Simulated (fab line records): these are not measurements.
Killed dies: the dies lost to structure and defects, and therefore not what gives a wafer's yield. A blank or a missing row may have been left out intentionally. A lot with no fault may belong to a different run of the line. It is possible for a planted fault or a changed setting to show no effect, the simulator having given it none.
fab line records -- flow gf180mcu
[record] lots = 14, wafers = 42, last_day = 34
route steps=602 shown SAB@265 CONTACT@300 M1@316
lots untouched by any fault: they come from a run of this same line in which no faults occurred
start_h: start of the lot's first displayed wafer, in hours after the record's first day -- wait_h: hours since the lot's step before -- " the same as in the row above -- L1.1+2: one row covering several wafers at once -- - value missing, or start not given -- * or withheld: withheld -- < > ~ a bound
route shown NAME@n: NAME is a module with steps in the file, n the number in the route of the first one -- usual: mean and standard deviation over wafers with no fault -- same: alike in all rows -- chamber/n: place in a boat -- sites: each site's reading -- _std_site: standard deviation across them -- _edge_site: the outer-site mean with the inner-site mean subtracted -- radius_mm: for every site, how far away it sits from the centre of the wafer -- mask NAME#n: copy n -- behind: the most recent tool/chamber to have shaped the wafer -- hold: reason for holding the lot/hours on hold/outcome of the hold -- device: the n, p or np transistor that did not switch -- end of line: tests of these same wafers at the route's end -- a step without rows: its recipe alone -- killed: the dies lost at the first sort to structure and to defects; this is not the yield of the wafer -- map: dies across one wafer; x = killed, . = not, _ = none there
set.NAME: setting as actually run; set.NAME@STEP: the setting as run at that earlier step -- model.NAME: the simulator's own value behind a step, which no gauge read
steps of the route over a sample of lots; a table a step, a row a wafer
services: from which hour (start_h, from the record's first day; less than 0 if before it) a tool's chamber was out of use, for how many hours, and why
[[steps]]
[step GF_SAB_THK_MEAS_01]
[recipe] reads = SiO2_of_SAB_CVD_00
[usual] SAB_CVD_00_THK = 50.0/0.63
lot.wafer,tool,chamber,start_h,wait_h,SAB_CVD_00_THK[nm]
L313.4,film_metro-02,-,324.20,0.0,49.9
L313.5,film_metro-02,-,324.20,0.0,49.6
L313.6,film_metro-02,-,324.20,0.0,50.2
L314.3,film_metro-04,-,338.43,0.0,49.6
L314.4,film_metro-04,-,338.43,0.0,50.4
L314.5,film_metro-04,-,338.43,0.0,50.8
L315.1,film_metro-04,-,344.90,0.0,49.9
L315.3,film_metro-04,-,344.90,0.0,50.1
L315.5,film_metro-04,-,344.90,0.0,50.8
L316.1,film_metro-04,-,357.77,0.0,49.5
L316.4,film_metro-04,-,357.77,0.0,50.5
L316.5,film_metro-04,-,357.77,0.0,50.4
L317.1,film_metro-03,-,360.00,0.0,49.2
L317.3,film_metro-03,-,360.00,0.0,48.2
L317.6,film_metro-03,-,360.00,0.0,49.7
L318.4,film_metro-04,-,370.89,0.0,49.7
L318.5,film_metro-04,-,370.89,0.0,50.6
L318.6,film_metro-04,-,370.89,0.0,49.9
L319.2,film_metro-03,-,372.97,0.0,50.1
L319.3,film_metro-03,-,372.97,0.0,49.4
L319.5,film_metro-03,-,372.97,0.0,50.9
L321.3,film_metro-03,-,399.49,0.0,49.2
L321.4,film_metro-03,-,399.49,0.0,50.0
L321.6,film_metro-03,-,399.49,0.0,51.1
L323.1,film_metro-02,-,412.71,0.0,49.0
L323.3,film_metro-02,-,412.71,0.0,49.8
L323.6,film_metro-02,-,412.71,0.0,49.4
L324.2,film_metro-04,-,420.84,0.0,48.4
L324.3,film_metro-04,-,420.84,0.0,48.7
L324.6,film_metro-04,-,420.84,0.0,50.2
L327.2,film_metro-04,-,449.06,0.0,49.5
L327.3,film_metro-04,-,449.06,0.0,49.6
L327.4,film_metro-04,-,449.06,0.0,49.6
L330.1,film_metro-03,-,474.18,0.0,50.4
L330.2,film_metro-03,-,474.18,0.0,49.8
L330.6,film_metro-03,-,474.18,0.0,50.3
L332.3,film_metro-04,-,490.34,0.0,49.3
L332.4,film_metro-04,-,490.34,0.0,50.7
L332.5,film_metro-04,-,490.34,0.0,49.5
L334.1,film_metro-03,-,503.72,0.0,50.4
L334.5,film_metro-03,-,503.72,0.0,51.2
L334.6,film_metro-03,-,503.72,0.0,51.3
[step GF_CONTACT_DEVELOP_13]
[recipe] develop_time_s = 60, resist = KrF, dev_temp_c = 21
[usual] chill_plate_temp_C = 22.98/0.11, developer_temp_C = 21.01/0.094
lot.wafer,tool,chamber,start_h,wait_h,chill_plate_temp_C,developer_temp_C
L313.4,litho_track-04,0,368.86,0.1,23.06,20.86
L313.5,litho_track-04,0,368.86,0.1,23.12,21.08
L313.6,litho_track-04,0,368.86,0.1,23.17,20.80
L314.3,litho_track-02,0,383.65,0.1,22.92,20.95
L314.4,litho_track-02,0,383.65,0.1,22.97,21.13
L314.5,litho_track-02,0,383.65,0.1,22.92,21.11
L315.1,litho_track-02,0,390.30,0.2,22.98,21.00
L315.3,litho_track-02,0,390.30,0.2,22.97,20.96
L315.5,litho_track-02,0,390.30,0.2,23.06,21.03
L316.1,litho_track-04,0,404.19,0.2,22.97,20.88
L316.4,litho_track-04,0,404.19,0.2,23.15,20.81
L316.5,litho_track-04,0,404.19,0.2,22.89,21.08
L317.1,litho_track-02,0,406.85,0.2,23.14,20.98
L317.3,litho_track-02,0,406.85,0.2,23.03,20.97
L317.6,litho_track-02,0,406.85,0.2,23.07,20.94
L318.4,litho_track-02,0,417.92,0.1,22.92,20.94
L318.5,litho_track-02,0,417.92,0.1,22.82,21.04
L318.6,litho_track-02,0,417.92,0.1,22.83,20.88
L319.2,litho_track-04,0,420.86,0.2,22.97,21.09
L319.3,litho_track-04,0,420.86,0.2,23.06,20.96
L319.5,litho_track-04,0,420.86,0.2,23.07,20.87
L321.3,litho_track-02,0,448.80,0.1,23.03,21.03
L321.4,litho_track-02,0,448.80,0.1,22.88,20.83
L321.6,litho_track-02,0,448.80,0.1,22.99,20.95
L323.1,litho_track-03,0,463.16,0.2,23.05,20.95
L323.3,litho_track-03,0,463.16,0.2,22.90,21.07
L323.6,litho_track-03,0,463.16,0.2,22.85,20.98
L324.2,litho_track-04,0,471.11,0.2,22.97,21.00
L324.3,litho_track-04,0,471.11,0.2,22.97,20.96
L324.6,litho_track-04,0,471.11,0.2,22.90,20.80
L327.2,litho_track-03,0,498.19,0.2,23.00,21.09
L327.3,litho_track-03,0,498.19,0.2,22.87,21.05
L327.4,litho_track-03,0,498.19,0.2,23.00,21.17
L330.1,litho_track-04,0,521.99,0.2,23.06,22.99
L330.2,litho_track-04,0,521.99,0.2,23.15,23.06
L330.6,litho_track-04,0,521.99,0.2,23.03,22.94
L332.3,litho_track-04,0,539.24,0.1,22.87,23.11
L332.4,litho_track-04,0,539.24,0.1,22.89,23.01
L332.5,litho_track-04,0,539.24,0.1,22.87,23.04
L334.1,litho_track-03,0,550.71,0.2,23.09,21.07
L334.5,litho_track-03,0,550.71,0.2,23.01,21.14
L334.6,litho_track-03,0,550.71,0.2,23.11,21.07
[step GF_CONTACT_THK_MEAS_26]
[recipe] thk_meas_gauge = xrf, reads = W_of_CONTACT_CVD_24
[usual] CONTACT_W_THK = 285/3.9
lot.wafer,tool,chamber,start_h,wait_h,CONTACT_W_THK[nm]
L313.4,film_metro-01,-,369.91,0.1,285
L313.5,film_metro-01,-,369.91,0.1,285
L313.6,film_metro-01,-,369.91,0.1,285
L314.3,film_metro-02,-,384.71,0.1,280
L314.4,film_metro-02,-,384.71,0.1,284
L314.5,film_metro-02,-,384.71,0.1,278
L315.1,film_metro-01,-,391.45,0.1,286
L315.3,film_metro-01,-,391.45,0.1,284
L315.5,film_metro-01,-,391.45,0.1,287
L316.1,film_metro-01,-,405.35,0.1,286
L316.4,film_metro-01,-,405.35,0.1,287
L316.5,film_metro-01,-,405.35,0.1,285
L317.1,film_metro-02,-,407.94,0.1,282
L317.3,film_metro-02,-,407.94,0.1,279
L317.6,film_metro-02,-,407.94,0.1,280
L318.4,film_metro-01,-,418.98,0.1,290
L318.5,film_metro-01,-,418.98,0.1,287
L318.6,film_metro-01,-,418.98,0.1,289
L319.2,film_metro-02,-,422.01,0.1,278
L319.3,film_metro-02,-,422.01,0.1,277
L319.5,film_metro-02,-,422.01,0.1,279
L321.3,film_metro-01,-,449.87,0.1,287
L321.4,film_metro-01,-,449.87,0.1,284
L321.6,film_metro-01,-,449.87,0.1,282
L323.1,film_metro-02,-,464.27,0.1,283
L323.3,film_metro-02,-,464.27,0.1,283
L323.6,film_metro-02,-,464.27,0.1,281
L324.2,film_metro-03,-,472.19,0.1,286
L324.3,film_metro-03,-,472.19,0.1,289
L324.6,film_metro-03,-,472.19,0.1,288
L327.2,film_metro-01,-,499.29,0.1,286
L327.3,film_metro-01,-,499.29,0.1,290
L327.4,film_metro-01,-,499.29,0.1,288
L330.1,film_metro-03,-,523.07,0.1,286
L330.2,film_metro-03,-,523.07,0.1,281
L330.6,film_metro-03,-,523.07,0.1,283
L332.3,film_metro-01,-,540.29,0.1,286
L332.4,film_metro-01,-,540.29,0.1,286
L332.5,film_metro-01,-,540.29,0.1,286
L334.1,film_metro-03,-,551.80,0.1,292
L334.5,film_metro-03,-,551.80,0.1,288
L334.6,film_metro-03,-,551.80,0.1,291
[step GF_M1_SPUTTER_01]
[recipe] material = TiN, target_thk_nm = 30, power_w = 6500, time_s = 25, chamber_pressure_pa = 0.4
[usual] throttle_valve_pct = 29.8/0.67
[same] time_s = 25
lot.wafer,tool,chamber,start_h,wait_h,throttle_valve_pct
L313.4,pvd_sputter-03,-,370.34,0.1,30.6
L313.5,pvd_sputter-03,-,370.34,0.1,29.6
L313.6,pvd_sputter-03,-,370.34,0.1,29.9
L314.3,pvd_sputter-03,-,385.55,0.1,29.0
L314.4,pvd_sputter-03,-,385.55,0.1,30.0
L314.5,pvd_sputter-03,-,385.55,0.1,30.3
L315.1,pvd_sputter-01,-,392.02,0.1,28.4
L315.3,pvd_sputter-01,-,392.02,0.1,30.4
L315.5,pvd_sputter-01,-,392.02,0.1,28.7
L316.1,pvd_sputter-01,-,406.66,0.1,29.9
L316.4,pvd_sputter-01,-,406.66,0.1,31.3
L316.5,pvd_sputter-01,-,406.66,0.1,30.3
L317.1,pvd_sputter-01,-,408.40,0.1,31.4
L317.3,pvd_sputter-01,-,408.40,0.1,28.9
L317.6,pvd_sputter-01,-,408.40,0.1,28.6
L318.4,pvd_sputter-03,-,419.42,0.0,30.6
L318.5,pvd_sputter-03,-,419.42,0.0,29.9
L318.6,pvd_sputter-03,-,419.42,0.0,29.3
L319.2,pvd_sputter-03,-,422.46,0.1,30.3
L319.3,pvd_sputter-03,-,422.46,0.1,29.0
L319.5,pvd_sputter-03,-,422.46,0.1,30.7
L321.3,pvd_sputter-01,-,450.31,0.1,29.8
L321.4,pvd_sputter-01,-,450.31,0.1,29.6
L321.6,pvd_sputter-01,-,450.31,0.1,29.9
L323.1,pvd_sputter-04,-,464.73,0.1,30.1
L323.3,pvd_sputter-04,-,464.73,0.1,29.2
L323.6,pvd_sputter-04,-,464.73,0.1,29.9
L324.2,pvd_sputter-01,-,472.64,0.1,28.7
L324.3,pvd_sputter-01,-,472.64,0.1,29.4
L324.6,pvd_sputter-01,-,472.64,0.1,30.1
L327.2,pvd_sputter-04,-,499.74,0.1,30.1
L327.3,pvd_sputter-04,-,499.74,0.1,29.6
L327.4,pvd_sputter-04,-,499.74,0.1,29.3
L330.1,pvd_sputter-04,-,523.53,0.1,30.1
L330.2,pvd_sputter-04,-,523.53,0.1,29.1
L330.6,pvd_sputter-04,-,523.53,0.1,29.9
L332.3,pvd_sputter-03,-,540.73,0.1,29.2
L332.4,pvd_sputter-03,-,540.73,0.1,30.4
L332.5,pvd_sputter-03,-,540.73,0.1,30.6
L334.1,pvd_sputter-03,-,552.26,0.1,30.6
L334.5,pvd_sputter-03,-,552.26,0.1,30.0
L334.6,pvd_sputter-03,-,552.26,0.1,30.5
[[services]]
tool,chamber,start_h,hours,kind
pvd_sputter-01,-,366.25,16.1,repair
pvd_sputter-01,-,387.27,3.2,repair
pvd_sputter-04,-,395.95,32.1,repair
pvd_sputter-03,-,462.89,0.8,repair
pvd_sputter-04,-,473.47,5.9,repair
pvd_sputter-01,-,497.26,0.6,repair
[[key]]
[first_sign] step = GF_CONTACT_DEVELOP_13, reading = developer_temp_C, direction = up, sigmas = 21, usual = *, struck = *
effect none on later readings
met_at GF_CONTACT_DEVELOP_13
struck_lots L330,L332
tester_left_out L330,L332
[loop_trim] step = GF_CONTACT_EXPOSE_11, setting = dose, lots = L332
not_acting_at GF_SAB_THK_MEAS_01,GF_CONTACT_THK_MEAS_26,GF_M1_SPUTTER_01
onset_between 471.11 521.99
[fault] kind = process_parameter_drift, tool = litho_track-04, chamber = -, onset_h = 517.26, steps = GF_CONTACT_DEVELOP_13, channel = dev_temp_c, offset = *, shape = step, end_h = 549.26, acts_in = *, stated = *
// tester_left_out: of these lots the tester's yield and bins aren't shown, on N5 and GAA mostly nor the transistor test; their killed dies are dies lost to structure and defects alone, not to doping, threshold or leakage, so they don't give the yield
// loop_trim: a control loop set the setting to another value than it would have without faults
